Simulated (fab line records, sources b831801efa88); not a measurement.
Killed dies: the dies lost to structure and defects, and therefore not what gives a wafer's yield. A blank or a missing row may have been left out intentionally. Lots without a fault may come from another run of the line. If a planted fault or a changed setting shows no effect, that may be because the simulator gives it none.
A lot that was struck, set against a sound lot | flow gf180mcu | 14 out of 602 route steps
Sound: these wafers, L432.1, L432.3, L432.4. The struck wafers were L419.1, L419.3, L419.6. Last of all comes the cause.
Each step with rows lists, per side, the tool, then ch with its chambers, then its first start. Under that, the readings that differ: sound wafers | struck wafers | difference of the means | sigmas: that difference in standard deviations of wafers without a fault.
alike: same words and numbers on both sides, and readings whose means sit less than 2 such deviations apart. not compared: any withheld reading, any reading some wafer has no value for, any bound like >300 that may hide the same value, and any number with overlapping values for which the record gives no deviation.
The two part at a step that has a row with sigmas, a row that says differs or no value, or rows on one side only. Non-overlapping numbers with no deviation appear without sigmas and do not part them. Lack of a reading on every wafer of one side parts them only where that side has two or more wafers.

GF_M3_SPUTTER_01: material TiN, target thk 30 nm, time 25 s.
  sound: pvdSputter-02 at day 26 12:35; struck: pvdSputter-01 at day 22 07:38
  alike: chamberPressurePa, throttleValvePct
GF_M3_SPUTTER_02: material AlCu, target thk 450 nm, time 23.9 s.
  sound: pvdSputter-02 at day 26 12:37; struck: pvdSputter-01 at day 22 07:40
  alike: chamberPressurePa, throttleValvePct
GF_M3_SPUTTER_03: material Ti, target thk 10 nm, time 6.7 s.
  sound: pvdSputter-02 at day 26 12:39; struck: pvdSputter-01 at day 22 07:41
  alike: chamberPressurePa, substrateTempC, throttleValvePct
GF_M3_SPUTTER_04: material TiN, target thk 50 nm, time 41.7 s.
  sound: pvdSputter-02 at day 26 12:40; struck: pvdSputter-01 at day 22 07:43
  alike: chamberPressurePa, throttleValvePct
GF_M3_RS_MEAS_05: measures by four-point-probe.
  sound: filmMetro-03 at day 26 12:43; struck: filmMetro-01 at day 22 07:45
reading             | sound                | struck               | difference | sigmas
M3_ALCU_RS (ohm/sq) | 0.0684 0.0683 0.0690 | 0.0703 0.0702 0.0702 | +0.0017    | +2
GF_M3_THK_MEAS_06: measures by xrf.
  sound: filmMetro-03 at day 26 12:50; struck: filmMetro-01 at day 22 07:52
reading          | sound       | struck      | difference | sigmas
M3_ALCU_THK (nm) | 456 457 455 | 444 445 445 | -11        | -3
then, 6 steps without rows for these wafers: GF_M3_DEHYDRATE_07 (time 60 s); GF_M3_HMDS_08 (prime time 60 s); GF_M3_COAT_09 (resist thk 1000 nm); GF_M3_SOFTBAKE_10 (time 60 s); GF_M3_EXPOSE_11 (exposes mask Metal3, target cd 280 nm); GF_M3_PEB_12 (peb time 90 s).
GF_M3_DEVELOP_13: develop time 60 s.
  struck on lithoTrack-02, day 23 06:26; sound on lithoTrack-01 ch 0, day 27 09:20
  no value came back on the struck wafers for chillPlateTempC (C), developTimeS (s); on the sound wafers chillPlateTempC (C) reads 23.01 22.95 23.02
reading                            | sound             | struck         | difference | sigmas
model.KrF_of_M3_COAT_09.thkNm (nm) | 985.6 983.5 981.7 | 1002 1003 1001 | +18        | 
GF_M3_CD_MEAS_14: the cd target is 280 nm.
  sound: cdSem-02 at day 27 09:29; struck: cdSem-01 at day 23 06:35
reading   | sound             | struck | difference                    | sigmas
cdNm (nm) | 282.0 281.1 281.3 | - - -  | no value on the struck wafers | 

WHERE THEY PART
At GF_M3_RS_MEAS_05 first; at GF_M3_CD_MEAS_14 last (within this record only).

WHY: what had been put in by the simulator
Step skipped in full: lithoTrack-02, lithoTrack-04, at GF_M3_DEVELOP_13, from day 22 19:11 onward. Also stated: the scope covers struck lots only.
